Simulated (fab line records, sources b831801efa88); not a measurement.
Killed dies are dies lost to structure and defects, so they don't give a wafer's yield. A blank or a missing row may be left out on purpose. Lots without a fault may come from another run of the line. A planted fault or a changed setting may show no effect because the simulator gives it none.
Split-lot experiment | flow gf180mcu | 5 lots, 23 wafers read, on a route of 602 steps

THE SPLIT
At GF_V5_SPUTTER_21 (material Ti, target thk 15 nm, time 80.02 s), the setting power_w was moved away from the recipe's 2500 W on 6 of the 23 wafers read, by +4.1% to +9.1%. The other wafers ran this setting at the recipe's value.

The reading is taken at the split's own step.

THE READING
Ti_of_V5_SPUTTER_21.thk_nm (the simulator's own value, which no gauge read), in nm, at GF_V5_SPUTTER_21 (material Ti, target thk 15 nm, time 80.02 s). The file gives no usual value for it. The 17 wafers here that ran the recipe average 15.09 nm, standard deviation 0.24 nm.

wafer  | tool, chamber at the split | power_w as run, W | against the recipe | Ti_of_V5_SPUTTER_21.thk_nm, nm | against lot-mates on the recipe
L074.1 | pvd_sputter-03, -          | 2500              | recipe             | 15.09                          | -
L074.2 | pvd_sputter-03, -          | 2500              | recipe             | 15.04                          | -
L074.3 | pvd_sputter-03, -          | 2500              | recipe             | 15.02                          | -
L074.5 | pvd_sputter-03, -          | 2727              | +9.1%              | 16.49                          | +1.44
L074.6 | pvd_sputter-03, -          | 2727              | +9.1%              | 16.37                          | +1.32
L077.2 | pvd_sputter-02, -          | 2603              | +4.1%              | 15.42                          | +0.49
L077.3 | pvd_sputter-02, -          | 2500              | recipe             | 14.92                          | -
L077.4 | pvd_sputter-02, -          | 2500              | recipe             | 15.05                          | -
L077.5 | pvd_sputter-02, -          | 2603              | +4.1%              | 15.46                          | +0.53
L077.6 | pvd_sputter-02, -          | 2500              | recipe             | 14.83                          | -
L079.1 | pvd_sputter-02, -          | 2500              | recipe             | 15.47                          | -
L079.2 | pvd_sputter-02, -          | 2500              | recipe             | 15.39                          | -
L079.3 | pvd_sputter-02, -          | 2500              | recipe             | 15.38                          | -
L079.4 | pvd_sputter-02, -          | 2500              | recipe             | 15.26                          | -
L079.5 | pvd_sputter-02, -          | 2500              | recipe             | 15.36                          | -
L080.1 | pvd_sputter-02, -          | 2645              | +5.8%              | 16.03                          | +0.84
L080.2 | pvd_sputter-02, -          | 2500              | recipe             | 15.2                           | -
L080.3 | pvd_sputter-02, -          | 2645              | +5.8%              | 16.12                          | +0.93
L080.4 | pvd_sputter-02, -          | 2500              | recipe             | 15.22                          | -
L080.6 | pvd_sputter-02, -          | 2500              | recipe             | 15.14                          | -
L082.1 | pvd_sputter-02, -          | 2500              | recipe             | 14.6                           | -
L082.3 | pvd_sputter-02, -          | 2500              | recipe             | 14.78                          | -
L082.5 | pvd_sputter-02, -          | 2500              | recipe             | 14.77                          | -

THE FIT
A straight line over all 23 wafers: Ti_of_V5_SPUTTER_21.thk_nm changes by +0.147 nm for each +1% of power_w; r = +0.89; the points scatter about the line by 0.24 nm.
The same after taking each lot's own level away (the mean of its wafers on the recipe; 23 wafers): +0.149 nm for each +1%; r = +0.99; scatter 0.073 nm.
On that fit, the largest move of power_w shifts the reading by 1.4 nm.
The lots' own levels span 14.717 to 15.372 nm, that is 2.7 times the standard deviation above.
So the lot-to-lot level changes the slope little: the two slopes agree.
Check: with one of the wafers moved furthest among these (+9.1%) left out of the fit, the line predicts +1.31 nm for it against its lot-mates. It came out at +1.44 nm against them.

THE FILE'S OWN FIT
Ti_of_V5_SPUTTER_21.thk_nm changes by +0.148 nm for each +1% of power_w, r = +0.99.
